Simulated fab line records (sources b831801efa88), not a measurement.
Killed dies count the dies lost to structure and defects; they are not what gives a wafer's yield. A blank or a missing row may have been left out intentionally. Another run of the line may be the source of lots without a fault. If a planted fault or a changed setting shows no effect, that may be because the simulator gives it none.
One fault seen from 2 desks :: flow gf180mcu :: numbers are kept per desk, each desk with only its own; the story behind them comes last

== DESK OF THE TOOL OWNER: implanter-01 ==
The tool's own readings at GF_MVPSD_IMPLANT_09, given as means over the sampled wafers that have a number, one for each lot that went through this tool. The brackets show how far a lot's mean lies from the usual mean; more than 4 standard deviations puts the lot out of limits, marked OUT.
Columns: A = tiltDeg at GF_MVPSD_IMPLANT_09, usual -0.005 degrees
lot: L335
first seen here: day 6 11:27
A: -0.004

lot: L338
first seen here: day 7 09:12
A: -0.018

lot: L341
first seen here: day 8 03:45
A: 0.001

lot: L342
first seen here: day 8 06:00
A: -0.023

lot: L343
first seen here: day 8 11:54
A: -0.012

lot: L344
first seen here: day 8 19:00
A: -0.008

lot: L346
first seen here: day 9 05:54
A: 0.019
This desk's finding: nothing out of limits on any of the 7 lots.

== FROM THE METROLOGY DESK ==
Means of the sampled wafers that have a number, per lot and without regard to the tool the lot ran on: this is what the gauges read. The brackets show how far a lot's mean lies from the usual mean; more than 4 standard deviations puts the lot out of limits, marked OUT.
Columns: A = VT_IMPLANT_TW at GF_VT_IMPLANT_TW_MEAS_10, usual 563.6; B = VT_IMPLANT_2_TW at GF_VT_IMPLANT_TW_MEAS_21, usual 1213; C = MVPSD_RS at GF_VT_IMPLANT_RS_MEAS_49, usual 1167.0 ohm/sq; D = POLY_GATE_CVD_00_THK at GF_POLY_GATE_THK_MEAS_01, usual 200.2 nm
lot: L329
first seen here: day 5 15:54
A: 567.1
B: 1212
C: 1170.6
D: 201.5

lot: L330
first seen here: day 5 23:34
A: 567.5
B: 1208
C: 1172.2
D: 202.5

lot: L331
first seen here: day 6 05:54
A: 562.7
B: 1206
C: 1169.0
D: 200.4

lot: L334
first seen here: day 7 00:48
A: 562.9
B: 1223
C: 1171.3
D: 200.5

lot: L335
first seen here: day 7 02:43
A: 565.5
B: 1209
C: 1164.4
D: 196.4

lot: L337
first seen here: day 7 20:45
A: 561.9
B: 1209
C: 1164.4
D: 198.2

lot: L338
first seen here: day 8 00:58
A: 564.7
B: 1210
C: 1167.2
D: 200.3

lot: L339
first seen here: day 8 05:46
A: 563.7
B: 1213
C: 1163.6
D: 202.3

lot: L341
first seen here: day 8 20:30
A: 561.8
B: 1212
C: 1165.3
D: 200.3

lot: L342
first seen here: day 8 23:00
A: 564.3
B: 1213
C: 1168.4
D: 199.6

lot: L343
first seen here: day 9 05:06
A: 564.2
B: 1217
C: 1165.2
D: 201.2

lot: L344
first seen here: day 9 12:06
A: 564.6
B: 1219
C: 1164.1
D: 202.3

lot: L346
first seen here: day 9 23:17
A: 565.2
B: 1224
C: 1176.8
D: 198.8
This desk's finding: nothing out of limits on any of the 13 lots.

== BROUGHT TOGETHER ==
Nothing out of limits was seen by the tool owner's desk.
Nothing out of limits was seen by the metrology desk.

== WHAT THE SIMULATOR PUT IN ==
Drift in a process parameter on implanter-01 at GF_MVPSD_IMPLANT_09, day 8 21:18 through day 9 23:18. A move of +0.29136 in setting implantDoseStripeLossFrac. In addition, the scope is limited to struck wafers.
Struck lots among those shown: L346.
